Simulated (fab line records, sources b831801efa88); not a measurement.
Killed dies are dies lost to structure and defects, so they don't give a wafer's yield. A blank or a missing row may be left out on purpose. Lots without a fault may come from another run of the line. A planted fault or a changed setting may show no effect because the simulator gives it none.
A struck lot beside a sound one | flow sky130 | 43 steps out of a route of 708
Sound: wafers L919.1, L919.3, L919.6. Struck: wafers L923.1, L923.3, L923.4. The cause comes at the end.
At each step with rows: each side's tool, then ch and its chambers, then its first start. Under that, the readings that differ: sound wafers | struck wafers | difference of the means | sigmas: that difference in standard deviations of wafers without a fault.
alike: readings whose means differ by less than 2 such deviations, and words and numbers that are the same on both sides. not compared: withheld readings, readings that some wafer has no value for, bounds like >300 that may hide the same value, and numbers for which the record gives no deviation and whose values overlap.
The two part at a step that has a row with sigmas, a row that says differs or no value, or rows on one side only. Numbers that don't overlap but have no deviation are shown without sigmas and don't part them. A reading that every wafer of one side lacks parts them only if that side has two wafers or more.

first, 5 steps without rows for these wafers: SKY_LI_CONTACT_COAT_07 (resist thk 450 nm); SKY_LI_CONTACT_SOFTBAKE_08 (time 90 s); SKY_LI_CONTACT_EXPOSE_09 (exposes mask LICM1, target cd 170 nm); SKY_LI_CONTACT_PEB_10; SKY_LI_CONTACT_DEVELOP_11 (develop time 60 s).
SKY_LI_CONTACT_CD_MEAS_12: target cd 170 nm.
  sound on cd_sem-02, day 34 06:53; struck on cd_sem-02, day 35 01:28
  alike: cd_nm
SKY_LI_CONTACT_OVL_MEAS_13:
  sound on overlay-01, day 34 07:01; struck on overlay-01, day 35 01:35
  alike: LI_CONTACT_OVL
SKY_LI_CONTACT_ETCH_14: etches BARC in N2/H2, stops on SiO2, time 45.9 s, target depth 60 nm.
  sound on rie_diel-02 ch 0,1, day 34 07:02; struck on rie_diel-02 ch 0,1,2, day 35 01:37
  alike: drypump_motor_current_A, oes_product_au, throttle_valve_pct
  not compared: rf_hours_counter_h
SKY_LI_CONTACT_ETCH_15: etches PSG in C4F8/O2/Ar, stops on Si, target depth 600 nm.
  sound on rie_diel-02 ch 0,1, day 34 07:05; struck on rie_diel-02 ch 0,1,2, day 35 01:40
  alike: oes_product_au
then, 3 steps without rows for these wafers: SKY_LI_CONTACT_STRIP_16 (strips in O2/N2); SKY_LI_CONTACT_CLEAN_17 (cleans in NMP, time 600 s); SKY_LI_CONTACT_PRE_CLEAN_18 (time 5.6 s).
SKY_LI_CONTACT_SPUTTER_19: material Ti, target thk 20 nm, time 106.37 s.
  sound on pvd_sputter-02, day 34 07:29; struck on pvd_sputter-01, day 35 02:04
  alike: throttle_valve_pct
SKY_LI_CONTACT_SPUTTER_20: material TiN, target thk 20 nm, time 80 s.
  sound on pvd_sputter-02, day 34 07:34; struck on pvd_sputter-01, day 35 02:08
  alike: throttle_valve_pct
SKY_LI_CONTACT_CVD_21: deposits W, target thk 400 nm, time 120.56 s.
  sound on cvd_w-01 ch 0,1, day 34 07:37; struck on cvd_w-02 ch 0,1, day 35 02:11
  alike: chamber_pressure_Torr, heater_power_outer_w, heater_power_w
SKY_LI_CONTACT_RS_MEAS_22: measures by four-point-probe.
  sound on film_metro-02, day 34 07:44; struck on film_metro-03, day 35 02:19
  alike: LI_CONTACT_W_RS
SKY_LI_CONTACT_THK_MEAS_23: measures by xrf.
  sound on film_metro-02, day 34 07:52; struck on film_metro-03, day 35 02:26
  alike: LI_CONTACT_W_THK
then, 2 steps without rows for these wafers: SKY_LI_CONTACT_CMP_24 (polishes, stops on PSG, t overpolish 20 s, target thk 0 nm); SKY_LOCAL_INTERCONNECT_SPUTTER_00 (material TiN, target thk 100 nm, time 83.3 s).
SKY_LOCAL_INTERCONNECT_RS_MEAS_01: measures by four-point-probe.
  sound on film_metro-01, day 34 08:17; struck on film_metro-03, day 35 02:52
  alike: LOCAL_INTERCONNECT_TIN_RS
SKY_LOCAL_INTERCONNECT_THK_MEAS_02: measures by xrf.
  sound on film_metro-01, day 34 08:25; struck on film_metro-03, day 35 02:59
  alike: LOCAL_INTERCONNECT_TIN_THK
then, 8 steps without rows for these wafers: SKY_LOCAL_INTERCONNECT_DEHYDRATE_03 (time 60 s); SKY_LOCAL_INTERCONNECT_HMDS_04 (prime time 60 s); SKY_LOCAL_INTERCONNECT_COAT_05 (resist thk 60 nm); SKY_LOCAL_INTERCONNECT_COAT_06 (resist thk 455.2 nm); SKY_LOCAL_INTERCONNECT_SOFTBAKE_07 (time 90 s); SKY_LOCAL_INTERCONNECT_EXPOSE_08 (exposes mask LI1M, target cd 170 nm); SKY_LOCAL_INTERCONNECT_PEB_09; SKY_LOCAL_INTERCONNECT_DEVELOP_10 (develop time 60 s).
SKY_LOCAL_INTERCONNECT_CD_MEAS_11: target cd 170 nm.
  sound on cd_sem-02, day 35 10:23; struck on cd_sem-02, day 36 05:32
  reading    | sound             | struck            | difference | sigmas
  cd_nm (nm) | 169.3 171.0 167.7 | 172.9 172.7 171.6 | +3.1       | +2
SKY_LOCAL_INTERCONNECT_OVL_MEAS_12:
  sound on overlay-01, day 35 10:31; struck on overlay-01, day 36 05:40
  reading                     | sound | struck     | difference | sigmas
  LOCAL_INTERCONNECT_OVL (nm) | 4 0 9 | -14 -12 -2 | -14        | -2
then, 7 steps without rows for these wafers: SKY_LOCAL_INTERCONNECT_ETCH_13 (etches BARC in N2/H2, stops on SiO2, time 45.9 s, target depth 60 nm); SKY_LOCAL_INTERCONNECT_METAL_ETCH_14 (etches TiN in Cl2/BCl3, stops on PSG, target depth 110 nm, time 31.4 s); SKY_LOCAL_INTERCONNECT_STRIP_15 (strips in O2/N2); SKY_LOCAL_INTERCONNECT_STRIP_16 (strips in post etch residue remover, time 1200 s); SKY_LOCAL_INTERCONNECT_CLEAN_17 (cleans in IPA, time 180 s); SKY_LOCAL_INTERCONNECT_CLEAN_18 (cleans in O3/DIW); SKY_CONTACT_CVD_00 (deposits Si3N4, target thk 75 nm).
SKY_CONTACT_THK_MEAS_01:
  sound on film_metro-04, day 35 11:22; struck on film_metro-04, day 36 06:26
  alike: CONTACT_CVD_00_THK
then, 1 step without rows for these wafers: SKY_CONTACT_HDPCVD_02 (deposits SiO2, target thk 565 nm, time 94.2 s).
SKY_CONTACT_THK_MEAS_03:
  sound on film_metro-01, day 35 11:30; struck on film_metro-02, day 36 06:34
  alike: CONTACT_HDPCVD_THK
SKY_CONTACT_CMP_04: polishes SiO2.
  sound on cmp-02 ch 0,2,3, day 35 11:40; struck on cmp-01 ch 0,1,3, day 36 06:38
  alike: head_pressure_psi, motor_current_A, time_to_endpoint_s
-- the record jumps here: 14 days lie between the struck wafers' starts before and after (it left off in module CONTACT and takes up again in module PAD_OPEN, whose first step shown is number 708 of the route) --
SKY_PAD_OPEN_PROBE_99:
  sound on prober-02, day 49 13:21; struck on prober-02, day 50 02:10
  reading            | sound    | struck     | difference | sigmas
  killed_at_contacts | 23 23 21 | 39 50 54   | +25        | +4
  killed_dies        | 84 85 81 | 96 101 127 | +25        | +3
  alike: killed_at_M0_to_M3, killed_at_M4_up, killed_at_front_end, killed_at_other, killed_on_rim, killed_open, killed_short

WHERE THEY PART
First at SKY_LOCAL_INTERCONNECT_CD_MEAS_11; last, within this record, at SKY_PAD_OPEN_PROBE_99.

WHY: what the simulator had put in
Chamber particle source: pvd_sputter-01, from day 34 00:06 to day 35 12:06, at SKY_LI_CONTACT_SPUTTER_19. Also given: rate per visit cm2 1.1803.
